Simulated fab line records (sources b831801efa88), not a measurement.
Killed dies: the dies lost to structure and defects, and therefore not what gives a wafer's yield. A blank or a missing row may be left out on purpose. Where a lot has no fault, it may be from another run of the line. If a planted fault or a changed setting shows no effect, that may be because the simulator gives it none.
Problem report in the 8D (eight disciplines) form, filled by code | flow sfq line | the parts of the form that need people (team, actions taken, sign-off) are left out

## 1. WHAT WENT WRONG
At SFQ_TRILAYER_I7_METRO_MEASURE_185, thk nm averages 221.1 nm over 3 wafers from 2 lots, while fault-free wafers read 199.9 nm, standard deviation 0.87. That puts it +24 standard deviations away from the usual mean.
Seen first at day 73 06:40 on film metro-02, wafer L838.6. Wafers with a number at this step in the record: 42, from 14 lots. By rule, "out" or "out of limits" means more than 4 standard deviations away from the usual mean. The rest of the wafers with a number are treated as sound.

## 2. WHAT THIS IS AND IS NOT
question                    | is                     | is not
which readings at this step | thk nm                 | -
which lots                  | L838, L839             | L831, L832, L833, L835, L836, L837, L848, L849, L850, L851, L853, L854
which wafers of those lots  | L838.6, L839.4, L839.6 | L838.1, L838.5, L839.1
read on which tools         | film metro-02          | film metro-01, film metro-03
when                        | from day 73 06:40      | up to then (20 sound wafers); but 19 sound wafers of L839, L848, L849, L850, L851, L853, L854 came after

## 3. WHAT RULES OUT EACH SUSPECT
Counting: if a tool at a process step up to the reading ran every lot that is out, it stays a suspect. Sound lots after the first of them don't rule it out here, since some wafers of a struck lot are sound.
- cmp-01 at SFQ_TRILAYER_I7_CMP_CMP_184 (polishes SiO2): kept. Ran every lot that is out, first one L838 (day 73 03:33); last sound lot up to then L836 (day 71 03:57).
- film metro-02 at SFQ_TRILAYER_I7_METRO_MEASURE_185: kept. Ran every lot that is out, first one L838 (day 73 06:40); last sound lot up to then L836 (day 71 06:34). Its own thk nm readings are out on those wafers.
Left after counting: cmp-01 at SFQ_TRILAYER_I7_CMP_CMP_184, film metro-02 at SFQ_TRILAYER_I7_METRO_MEASURE_185.

## 4. THE CAUSE (what the simulator had put in)
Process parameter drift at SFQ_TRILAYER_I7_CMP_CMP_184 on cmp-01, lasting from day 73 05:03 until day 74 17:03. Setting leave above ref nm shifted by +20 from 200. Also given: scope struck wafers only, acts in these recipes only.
This tool is one of the 2 suspects left after counting.

## 5. THE EFFECT CHAIN, in route order
Each row: a reading where the mean over the struck wafers with a number is more than 3 standard deviations away from the usual. Only readings whose record carries a usual standard deviation are examined. hours: median over the lots of the time between each lot's start at the first step of this table that gives one and its start at this step. sigmas: the change, counted in usual standard deviations.
hours | step                                  | reading        | usual      | on struck wafers | change | sigmas
0     | SFQ_TRILAYER_I7_METRO_MEASURE_185     | thk nm         | 199.9 nm   | 221.1            | +21.2  | +24
5     | SFQ_TRILAYER_I7_VIA_ETCH_VIA_ETCH_190 | oes product au | 0.854 a.u. | 0.901            | +0.047 | +9.6
Process steps it contains:
- SFQ_TRILAYER_I7_METRO_MEASURE_185
- SFQ_TRILAYER_I7_VIA_ETCH_VIA_ETCH_190: etches SiO2 in CHF3, stops on Nb, target depth 260 nm.

## 6. HOW IT WOULD HAVE BEEN CAUGHT EARLIER
In this record no reading fell out of limits until day 73 06:40, 2 hours after the fault had begun at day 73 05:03.
No tool reading at SFQ_TRILAYER_I7_CMP_CMP_184 that has a usual standard deviation in the record was out on any struck wafer, so an alarm limit of 4 standard deviations on those readings would not have fired.
Among the 2 lots that are out, L839 began SFQ_TRILAYER_I7_CMP_CMP_184 on cmp-01 after day 73 06:40. Putting the tool on hold at that point would have spared it.
